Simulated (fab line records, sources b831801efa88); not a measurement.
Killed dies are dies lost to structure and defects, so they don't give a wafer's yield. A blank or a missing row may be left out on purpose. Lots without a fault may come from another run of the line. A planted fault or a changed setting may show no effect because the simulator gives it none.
Which tool did it? | flow gf180mcu | 15 lots, 45 wafers sampled, at 1 step of a route of 602

WHAT THE GAUGES READ, wafer by wafer
The record holds no reading of a measuring or inspecting step that can be judged against a usual standard deviation.

WHICH TOOL RAN EACH LOT (tool, then ch and the chambers of the sampled wafers, then the start)
lot  | GF_M4_PEB_12
L649 | litho_track-04 ch 0, day 23 19:42
L651 | litho_track-03 ch 0, day 24 13:45
L652 | litho_track-04 ch 0, day 24 16:35
L654 | litho_track-02 ch 0, day 25 11:23
L653 | litho_track-04 ch 0, day 25 20:50
L656 | litho_track-03 ch 0, day 26 03:02
L657 | litho_track-02 ch 0, day 26 09:02
L658 | litho_track-02 ch 0, day 26 21:20
L661 | litho_track-04, day 27 18:13
L662 | litho_track-02, day 28 03:56
L663 | litho_track-04, day 28 06:31
L668 | litho_track-04 ch 0, day 29 19:23
L669 | litho_track-03 ch 0, day 29 21:21
L670 | litho_track-04 ch 0, day 30 06:35
L671 | litho_track-02 ch 0, day 30 17:23
- GF_M4_PEB_12: peb time 90 s.

WHAT THE TOOLS THEMSELVES READ (means of the sampled wafers that have a number; where no wafer has one, the mark that the record gives instead)
GF_M4_PEB_12.
lot  | tool           | chill_plate_temp_C (C) | exhaust_pa (Pa)
L649 | litho_track-04 | 23.22                  | 44.9
L651 | litho_track-03 | 22.98                  | 43.7
L652 | litho_track-04 | 23.05                  | 44.8
L654 | litho_track-02 | 23.12                  | 43.5
L653 | litho_track-04 | 23.04                  | 44.7
L656 | litho_track-03 | 23.13                  | 45.6
L657 | litho_track-02 | 23.05                  | 45.0
L658 | litho_track-02 | 23.10                  | 45.2
L661 | litho_track-04 | -                      | -
L662 | litho_track-02 | -                      | -
L663 | litho_track-04 | -                      | -
L668 | litho_track-04 | 23.07                  | 44.6
L669 | litho_track-03 | 22.96                  | 44.9
L670 | litho_track-04 | 23.00                  | 44.5
L671 | litho_track-02 | 23.03                  | 44.8

THE ANSWER, worked out from the rows above alone
Rule: what is usual is taken from the lots themselves. Put in order of their means at a reading, lots are off if they are a third of the lots or fewer, leave a main group of 4 or more, and stand apart from it by a gap of 3 or more times the standard deviation of the main group's means; of several such gaps the widest counts. A main group whose means are all the same, to the digits that the tables above print for the reading, isn't used. A lot without any number at a reading at which 4 lots or more have one is off too. The other lots that the step has rows for count as sound. The gauges are gone through in route order, then the tools' own readings, and for those a lot's mean is taken as printed above. The first step at which some lot is off is used, and at that step the reading that is off furthest; a lot without a number counts as furthest.
Off: L661, L662, L663, at GF_M4_PEB_12 (chill_plate_temp_C). Without a number there: L661, L662, L663. The main group: mean 23.06 C, standard deviation 0.069.
A tool fits if, at that step or a process step before it, it ran every lot that is off, and no sound lot after the first of them. None of those tried fits.

WHAT THE SIMULATOR HAD PUT IN
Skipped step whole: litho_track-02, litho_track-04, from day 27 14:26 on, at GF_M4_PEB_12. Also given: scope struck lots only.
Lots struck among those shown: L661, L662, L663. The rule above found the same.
